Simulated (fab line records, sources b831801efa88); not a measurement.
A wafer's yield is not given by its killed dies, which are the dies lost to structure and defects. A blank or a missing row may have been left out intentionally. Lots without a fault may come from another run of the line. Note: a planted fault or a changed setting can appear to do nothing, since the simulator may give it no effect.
Which tool did it? / flow sky130 / 11 lots, 33 wafers sampled, at 5 steps of a route of 708

== WHAT EACH GAUGE READ, for each wafer ==
SKY_FIELD_ISO_THK_MEAS_25. Usual: for FIELD_ISO_CVD_24_THK the level is 592 nm and the standard deviation is 5.1.
lot=L696; measured=day 2 06:02; on=film_metro-03; FIELD_ISO_CVD_24_THK (nm)=588 589 588; flag=
lot=L698; measured=day 2 19:04; on=film_metro-02; FIELD_ISO_CVD_24_THK (nm)=599 599 599; flag=
lot=L704; measured=day 4 01:15; on=film_metro-03; FIELD_ISO_CVD_24_THK (nm)=593 590 597; flag=
lot=L705; measured=day 4 06:41; on=film_metro-03; FIELD_ISO_CVD_24_THK (nm)=591 598 601; flag=
lot=L706; measured=day 4 12:17; on=film_metro-04; FIELD_ISO_CVD_24_THK (nm)=584 589 594; flag=
lot=L707; measured=day 4 18:05; on=film_metro-02; FIELD_ISO_CVD_24_THK (nm)=590 593 582; flag=
lot=L708; measured=day 4 23:41; on=film_metro-04; FIELD_ISO_CVD_24_THK (nm)=599 593 594; flag=
lot=L709; measured=day 5 04:32; on=film_metro-02; FIELD_ISO_CVD_24_THK (nm)=589 592 597; flag=
lot=L710; measured=day 5 08:32; on=film_metro-02; FIELD_ISO_CVD_24_THK (nm)=593 590 594; flag=
lot=L718; measured=day 7 18:56; on=film_metro-04; FIELD_ISO_CVD_24_THK (nm)=586 586 581; flag=
lot=L719; measured=day 7 18:56; on=film_metro-03; FIELD_ISO_CVD_24_THK (nm)=601 589 587; flag=

SKY_VT_ADJUST_NCORE_OVL_MEAS_08. Usual: for VT_ADJUST_NCORE_OVL the level is 0.0 nm and the standard deviation is 1.6.
lot=L696; measured=day 8 09:25; on=overlay-02; VT_ADJUST_NCORE_OVL (nm)=0.0 0.9 1.0; flag=
lot=L698; measured=day 9 03:36; on=overlay-02; VT_ADJUST_NCORE_OVL (nm)=0.2 -0.5 -0.3; flag=
lot=L704; measured=day 10 18:43; on=overlay-02; VT_ADJUST_NCORE_OVL (nm)=0.4 3.3 -1.2; flag=
lot=L705; measured=day 11 02:51; on=overlay-01; VT_ADJUST_NCORE_OVL (nm)=-2.9 -2.3 -1.7; flag=
lot=L706; measured=day 11 13:24; on=overlay-01; VT_ADJUST_NCORE_OVL (nm)=-1.2 0.4 -1.7; flag=
lot=L707; measured=day 11 23:50; on=overlay-02; VT_ADJUST_NCORE_OVL (nm)=-2.0 -0.8 -2.9; flag=
lot=L708; measured=day 12 00:44; on=overlay-01; VT_ADJUST_NCORE_OVL (nm)=-1.3 -3.1 -0.5; flag=
lot=L709; measured=day 12 09:59; on=overlay-02; VT_ADJUST_NCORE_OVL (nm)=-124.1 -123.0 -123.7; flag=OFF
lot=L710; measured=day 12 12:31; on=overlay-01; VT_ADJUST_NCORE_OVL (nm)=-124.2 -122.5 -123.1; flag=OFF
lot=L718; measured=day 16 03:20; on=overlay-01; VT_ADJUST_NCORE_OVL (nm)=-126.1 -124.2 -123.7; flag=OFF
lot=L719; measured=day 16 02:50; on=overlay-01; VT_ADJUST_NCORE_OVL (nm)=1.8 1.8 0.1; flag=

== WHICH TOOL RAN EACH LOT (tool, then ch and the chambers of the sampled wafers, then the start) ==
lot=L696; SKY_NWELL_RTA_28=rtp_anneal-02 ch 0, day 5 05:47; SKY_VT_ADJUST_LVTN_STRIP_20=plasma_asher-03 ch 0,1, day 7 13:42; SKY_VT_ADJUST_NCORE_EXPOSE_04=iline_stepper-02 ch 0, day 7 23:59
lot=L698; SKY_NWELL_RTA_28=rtp_anneal-02 ch 0, day 5 21:49; SKY_VT_ADJUST_LVTN_STRIP_20=plasma_asher-02 ch 0,1, day 8 07:22; SKY_VT_ADJUST_NCORE_EXPOSE_04=iline_stepper-02 ch 0, day 8 17:52
lot=L704; SKY_NWELL_RTA_28=rtp_anneal-02 ch 0, day 7 04:46; SKY_VT_ADJUST_LVTN_STRIP_20=plasma_asher-04 ch 0,1, day 9 20:17; SKY_VT_ADJUST_NCORE_EXPOSE_04=iline_stepper-02 ch 0, day 10 07:30
lot=L705; SKY_NWELL_RTA_28=rtp_anneal-01 ch 0, day 7 14:20; SKY_VT_ADJUST_LVTN_STRIP_20=plasma_asher-04 ch 0,1, day 10 04:54; SKY_VT_ADJUST_NCORE_EXPOSE_04=iline_stepper-02 ch 0, day 10 16:05
lot=L706; SKY_NWELL_RTA_28=rtp_anneal-02 ch 0, day 7 20:50; SKY_VT_ADJUST_LVTN_STRIP_20=plasma_asher-04 ch 1, day 10 13:34; SKY_VT_ADJUST_NCORE_EXPOSE_04=iline_stepper-01 ch 0, day 11 01:08
lot=L707; SKY_NWELL_RTA_28=rtp_anneal-01 ch 0, day 8 06:32; SKY_VT_ADJUST_LVTN_STRIP_20=plasma_asher-04 ch 0,1, day 10 23:24; SKY_VT_ADJUST_NCORE_EXPOSE_04=iline_stepper-02 ch 0, day 11 11:48
lot=L708; SKY_NWELL_RTA_28=rtp_anneal-02 ch 0, day 8 07:40; SKY_VT_ADJUST_LVTN_STRIP_20=plasma_asher-04 ch 0,1, day 11 00:54; SKY_VT_ADJUST_NCORE_EXPOSE_04=iline_stepper-02 ch 0, day 11 12:59
lot=L709; SKY_NWELL_RTA_28=rtp_anneal-01 ch 0, day 8 13:08; SKY_VT_ADJUST_LVTN_STRIP_20=plasma_asher-04 ch 0,1, day 11 09:15; SKY_VT_ADJUST_NCORE_EXPOSE_04=iline_stepper-02 ch 0, day 11 21:38
lot=L710; SKY_NWELL_RTA_28=rtp_anneal-02 ch 0, day 8 17:44; SKY_VT_ADJUST_LVTN_STRIP_20=plasma_asher-03 ch 0,1, day 11 12:10; SKY_VT_ADJUST_NCORE_EXPOSE_04=iline_stepper-02 ch 0, day 12 00:20
lot=L718; SKY_NWELL_RTA_28=rtp_anneal-02 ch 0, day 11 18:04; SKY_VT_ADJUST_LVTN_STRIP_20=plasma_asher-02 ch 0,1, day 14 23:54; SKY_VT_ADJUST_NCORE_EXPOSE_04=iline_stepper-02 ch 0, day 15 13:26
lot=L719; SKY_NWELL_RTA_28=rtp_anneal-02 ch 0, day 11 17:43; SKY_VT_ADJUST_LVTN_STRIP_20=plasma_asher-03 ch 0,1, day 14 23:19; SKY_VT_ADJUST_NCORE_EXPOSE_04=iline_stepper-01 ch 0, day 15 12:40
- SKY_NWELL_RTA_28: time 30 s.
- SKY_VT_ADJUST_LVTN_STRIP_20: strips in O2/N2.
- SKY_VT_ADJUST_NCORE_EXPOSE_04: exposes mask LVTN COMPLEMENT THIN, target cd 380 nm.

== AS READ BY THE TOOLS THEMSELVES (means over the sampled wafers that have a number; for cases with no such wafer, the mark the record gives instead) ==
SKY_NWELL_RTA_28. Usual: lamp_power_pct 25.30 %, standard deviation 0.054; wafer_temp_C_max 1054.8, standard deviation 1.
lot=L696; tool=rtp_anneal-02; lamp_power_pct (%)=25.27; wafer_temp_C_max=1054.8; flag=
lot=L698; tool=rtp_anneal-02; lamp_power_pct (%)=25.31; wafer_temp_C_max=1054.4; flag=
lot=L704; tool=rtp_anneal-02; lamp_power_pct (%)=25.28; wafer_temp_C_max=1055.6; flag=
lot=L705; tool=rtp_anneal-01; lamp_power_pct (%)=25.32; wafer_temp_C_max=1055.0; flag=
lot=L706; tool=rtp_anneal-02; lamp_power_pct (%)=25.27; wafer_temp_C_max=1055.1; flag=
lot=L707; tool=rtp_anneal-01; lamp_power_pct (%)=25.33; wafer_temp_C_max=1054.2; flag=
lot=L708; tool=rtp_anneal-02; lamp_power_pct (%)=25.30; wafer_temp_C_max=1054.8; flag=
lot=L709; tool=rtp_anneal-01; lamp_power_pct (%)=25.32; wafer_temp_C_max=1053.8; flag=
lot=L710; tool=rtp_anneal-02; lamp_power_pct (%)=25.24; wafer_temp_C_max=1054.2; flag=
lot=L718; tool=rtp_anneal-02; lamp_power_pct (%)=25.31; wafer_temp_C_max=1054.7; flag=
lot=L719; tool=rtp_anneal-02; lamp_power_pct (%)=25.35; wafer_temp_C_max=1055.0; flag=

SKY_VT_ADJUST_LVTN_STRIP_20. Usual: drypump_motor_current_A 5.7 A, standard deviation 0.5; oes_product_au 0.716 a.u., standard deviation 0.0042; strip_time_to_endpoint_s 14.17 s, standard deviation 0.041.
lot=L696; tool=plasma_asher-03; drypump_motor_current_A (A)=5.8; oes_product_au (a.u.)=0.711; strip_time_to_endpoint_s (s)=14.24; flag=
lot=L698; tool=plasma_asher-02; drypump_motor_current_A (A)=6.1; oes_product_au (a.u.)=0.718; strip_time_to_endpoint_s (s)=14.14; flag=
lot=L704; tool=plasma_asher-04; drypump_motor_current_A (A)=5.3; oes_product_au (a.u.)=0.717; strip_time_to_endpoint_s (s)=14.20; flag=
lot=L705; tool=plasma_asher-04; drypump_motor_current_A (A)=5.3; oes_product_au (a.u.)=0.715; strip_time_to_endpoint_s (s)=14.18; flag=
lot=L706; tool=plasma_asher-04; drypump_motor_current_A (A)=5.6; oes_product_au (a.u.)=0.716; strip_time_to_endpoint_s (s)=14.24; flag=
lot=L707; tool=plasma_asher-04; drypump_motor_current_A (A)=5.4; oes_product_au (a.u.)=0.716; strip_time_to_endpoint_s (s)=14.20; flag=
lot=L708; tool=plasma_asher-04; drypump_motor_current_A (A)=5.4; oes_product_au (a.u.)=0.717; strip_time_to_endpoint_s (s)=14.14; flag=
lot=L709; tool=plasma_asher-04; drypump_motor_current_A (A)=5.4; oes_product_au (a.u.)=0.710; strip_time_to_endpoint_s (s)=14.18; flag=
lot=L710; tool=plasma_asher-03; drypump_motor_current_A (A)=6.1; oes_product_au (a.u.)=0.716; strip_time_to_endpoint_s (s)=14.25; flag=
lot=L718; tool=plasma_asher-02; drypump_motor_current_A (A)=6.2; oes_product_au (a.u.)=0.714; strip_time_to_endpoint_s (s)=14.15; flag=
lot=L719; tool=plasma_asher-03; drypump_motor_current_A (A)=6.1; oes_product_au (a.u.)=0.720; strip_time_to_endpoint_s (s)=14.10; flag=

SKY_VT_ADJUST_NCORE_EXPOSE_04. Usual: focus_offset_nm 0.1 nm, standard deviation 0.52; stage_vel_mm_s 500.04 mm/s, standard deviation 0.26.
lot=L696; tool=iline_stepper-02; focus_offset_nm (nm)=0.3; stage_vel_mm_s (mm/s)=500.17; flag=
lot=L698; tool=iline_stepper-02; focus_offset_nm (nm)=-0.1; stage_vel_mm_s (mm/s)=500.38; flag=
lot=L704; tool=iline_stepper-02; focus_offset_nm (nm)=-0.5; stage_vel_mm_s (mm/s)=500.10; flag=
lot=L705; tool=iline_stepper-02; focus_offset_nm (nm)=0.4; stage_vel_mm_s (mm/s)=499.69; flag=
lot=L706; tool=iline_stepper-01; focus_offset_nm (nm)=0.1; stage_vel_mm_s (mm/s)=500.06; flag=
lot=L707; tool=iline_stepper-02; focus_offset_nm (nm)=-0.2; stage_vel_mm_s (mm/s)=499.54; flag=
lot=L708; tool=iline_stepper-02; focus_offset_nm (nm)=0.2; stage_vel_mm_s (mm/s)=499.80; flag=
lot=L709; tool=iline_stepper-02; focus_offset_nm (nm)=0.7; stage_vel_mm_s (mm/s)=499.89; flag=
lot=L710; tool=iline_stepper-02; focus_offset_nm (nm)=0.2; stage_vel_mm_s (mm/s)=500.34; flag=
lot=L718; tool=iline_stepper-02; focus_offset_nm (nm)=-0.2; stage_vel_mm_s (mm/s)=500.13; flag=
lot=L719; tool=iline_stepper-01; focus_offset_nm (nm)=0.5; stage_vel_mm_s (mm/s)=500.22; flag=

== THE ANSWER, worked out from the rows above alone ==
Rule: take the mean of a lot's wafers that have a number; if it is more than 3 standard deviations from the usual mean, the lot is off. A lot without any number at a reading at which 4 lots or more have one is off too. Where the step has rows for the other lots, those lots are counted as sound. The gauges are gone through in route order, then the tools' own readings, and for those a lot's mean is taken as printed above. The first step at which some lot is off is used, and at that step the reading that is off furthest; a lot without a number counts as furthest.
Off: L709, L710, L718, at SKY_VT_ADJUST_NCORE_OVL_MEAS_08 (VT_ADJUST_NCORE_OVL).
If a tool, at a process step before that reading, ran all the lots that are off and no sound lot after the first of them, it fits. Gauges at SKY_VT_ADJUST_NCORE_OVL_MEAS_08: tried the same way as those tools. One fits: iline_stepper-02 at SKY_VT_ADJUST_NCORE_EXPOSE_04. Its last sound lot is L708 (day 11 12:59), its first lot that is off L709 (day 11 21:38): a fault that began between those two fits.

== WHAT HAD BEEN PUT IN BY THE SIMULATOR ==
Scanner matching overlay: iline_stepper-02, from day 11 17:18 on, at SKY_VT_ADJUST_NCORE_EXPOSE_04. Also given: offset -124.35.
Struck lots among those shown: L709, L710, L718. Same finding as the rule above.
